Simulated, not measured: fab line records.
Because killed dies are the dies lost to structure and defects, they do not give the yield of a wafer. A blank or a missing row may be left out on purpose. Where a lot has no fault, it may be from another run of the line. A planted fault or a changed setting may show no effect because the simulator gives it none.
Code-filled problem report in 8D (eight disciplines) form + flow sfq line + the parts of the form that need people (team, actions taken, sign-off) are left out

1. THE ISSUE
At SFQ_TRILAYER_M1_ETCH_METAL_ETCH_042, bias w averages 73.24 W over 2 wafers from 2 lots, while fault-free wafers read 80.03 W, standard deviation 0.23. That puts it -30 standard deviations away from the usual mean.
The step: etches Nb in Cl2/Ar, stops on SiO2, target depth 240 nm, time 120 s.
The first sign was on wafer L569.3 at day 23 13:38, on rie metal-02. The record holds 42 wafers of 14 lots with a number at this step. The rule behind "out" and "out of limits": a value lying over 4 standard deviations away from the usual mean. The other wafers with a number count as sound.

2. WHAT IT IS AND WHAT IT IS NOT
| question                    | is                | is not                                                                                       |
|-----------------------------|-------------------|----------------------------------------------------------------------------------------------|
| which readings at this step | bias w            | drypump motor current A, oes product au                                                      |
| which lots                  | L569, L571        | L557, L558, L559, L560, L561, L563, L564, L565, L575, L577, L578, L579                       |
| which wafers of those lots  | L569.3, L571.4    | L569.4, L569.6, L571.3, L571.5                                                               |
| read on which tools         | rie metal-02      | rie metal-03, rie metal-04                                                                   |
| when                        | from day 23 13:38 | up to then (26 sound wafers); but 14 sound wafers of L571, L575, L577, L578, L579 came after |

3. THE SUSPECTS, EACH WITH WHAT RULES IT OUT
Counting: any tool at a process step up to the reading remains a suspect provided it ran every lot that is out. Sound lots after the first of them don't rule it out here, since some wafers of a struck lot are sound.
- rie metal-02 at SFQ_TRILAYER_M1_ETCH_METAL_ETCH_042 (etches Nb in Cl2/Ar, stops on SiO2, target depth 240 nm, time 120 s): kept. Ran every lot that is out, first one L569 (day 23 13:38); last sound lot up to then L564 (day 20 00:37). Its own readings are out on those wafers: bias w.
- Within rie metal-02 at SFQ_TRILAYER_M1_ETCH_METAL_ETCH_042: the wafers that are out ran in chamber 0; their sound lot-mates ran in chamber 1.
Remaining after the count: rie metal-02 at SFQ_TRILAYER_M1_ETCH_METAL_ETCH_042.

4. THE CAUSE (what the simulator had put in)
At SFQ_TRILAYER_M1_ETCH_METAL_ETCH_042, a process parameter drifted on rie metal-02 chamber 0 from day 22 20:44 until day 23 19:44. Setting bias w, moved by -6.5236, from 80. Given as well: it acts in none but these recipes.
After counting, this tool was the only one left.

5. THE EFFECT CHAIN, in route order
Each row: a reading whose mean over the struck wafers that have a number lies more than 3 standard deviations from the usual. Only readings whose record carries a usual standard deviation are examined. hours: median over the lots of the time between each lot's start at the first step of this table that gives one and its start at this step. sigmas: the change, counted in usual standard deviations.
| hours | step                                | reading | usual   | on struck wafers | change | sigmas |
|-------|-------------------------------------|---------|---------|------------------|--------|--------|
| 0     | SFQ_TRILAYER_M1_ETCH_METAL_ETCH_042 | bias w  | 80.03 W | 73.24            | -6.79  | -30    |
The process steps in it:
- SFQ_TRILAYER_M1_ETCH_METAL_ETCH_042: etches Nb in Cl2/Ar, stops on SiO2, target depth 240 nm, time 120 s.

6. HOW IT WOULD HAVE BEEN CAUGHT EARLIER
In this record the first reading out of limits was taken at day 23 13:38, 17 hours after the fault began at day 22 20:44.
